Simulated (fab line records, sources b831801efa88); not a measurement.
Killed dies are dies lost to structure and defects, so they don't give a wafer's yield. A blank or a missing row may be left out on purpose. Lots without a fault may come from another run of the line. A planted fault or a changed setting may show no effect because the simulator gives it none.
One fault seen from 2 desks | flow sky130 | each desk has only its own numbers; what lay behind them comes last

THE METROLOGY DESK
What the gauges read, lot by lot, whatever tool the lot ran on: means of the sampled wafers that have a number. A lot is out of limits, marked OUT, if its mean lies more than 4 standard deviations from the usual mean; the brackets give that distance.
Columns: A = VIA3_BOW at SKY_VIA3_BOW_MEAS_03, usual 79 um; B = CAP2M_CVD_00_THK at SKY_CAP2M_THK_MEAS_01, usual 15.64 nm
lot  | first seen here | A  | B
L186 | day 39 13:11    | 95 | 15.55
L191 | day 41 05:30    | 72 | 15.96
L192 | day 41 14:43    | 67 | 15.73
L195 | day 42 08:59    | 77 | 15.41
L196 | day 42 11:15    | 78 | 16.00
L201 | day 44 01:13    | 80 | 15.64
L202 | day 44 03:40    | 80 | 15.87
L203 | day 44 06:23    | 76 | 15.38
L206 | day 45 05:29    | 85 | 9.46 (-24) OUT
L207 | day 45 08:53    | 85 | 15.55
L209 | day 45 23:28    | 89 | 15.37
This desk's finding: out of limits on L206; first on L206, day 46 05:20 (CAP2M_CVD_00_THK at SKY_CAP2M_THK_MEAS_01). In limits: L186, L191, L192, L195, L196, L201, L202, L203, L207, L209.

THE TOOL OWNER'S DESK: pecvd-04
The tool's own readings at SKY_CAP2M_CVD_00 (deposits SiO2, target thk 15.5 nm): means of the sampled wafers that have a number, for each lot that ran on this tool. A lot is out of limits, marked OUT, if its mean lies more than 4 standard deviations from the usual mean; the brackets give that distance.
Columns: A = heater_power_w at SKY_CAP2M_CVD_00, usual 736 W; B = susceptor_temp_C at SKY_CAP2M_CVD_00, usual 399.97 C
lot  | first seen here | A   | B
L186 | day 40 16:00    | 731 | 399.92
L191 | day 42 07:48    | 745 | 399.51
L192 | day 42 16:28    | 777 | 400.13
L196 | day 43 12:19    | 778 | 400.06
L202 | day 45 04:35    | 724 | 399.89
L206 | day 46 05:19    | 767 | 400.08
This desk's finding: nothing out of limits on any of the 6 lots.

PUT TOGETHER
The metrology desk could have raised an alarm at day 46 05:20, on L206.
The tool owner's desk saw nothing out of limits.
The tool owner's desk has L206 on record, within its limits.
Of the lots named, all ran SKY_CAP2M_CVD_00 on pecvd-04.

WHAT THE SIMULATOR HAD PUT IN
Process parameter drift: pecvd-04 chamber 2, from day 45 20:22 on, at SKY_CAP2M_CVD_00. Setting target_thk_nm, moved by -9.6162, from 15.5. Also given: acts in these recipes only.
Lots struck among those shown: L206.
Hours from the fault's start to each desk's first reading out of limits: the metrology desk, 9.
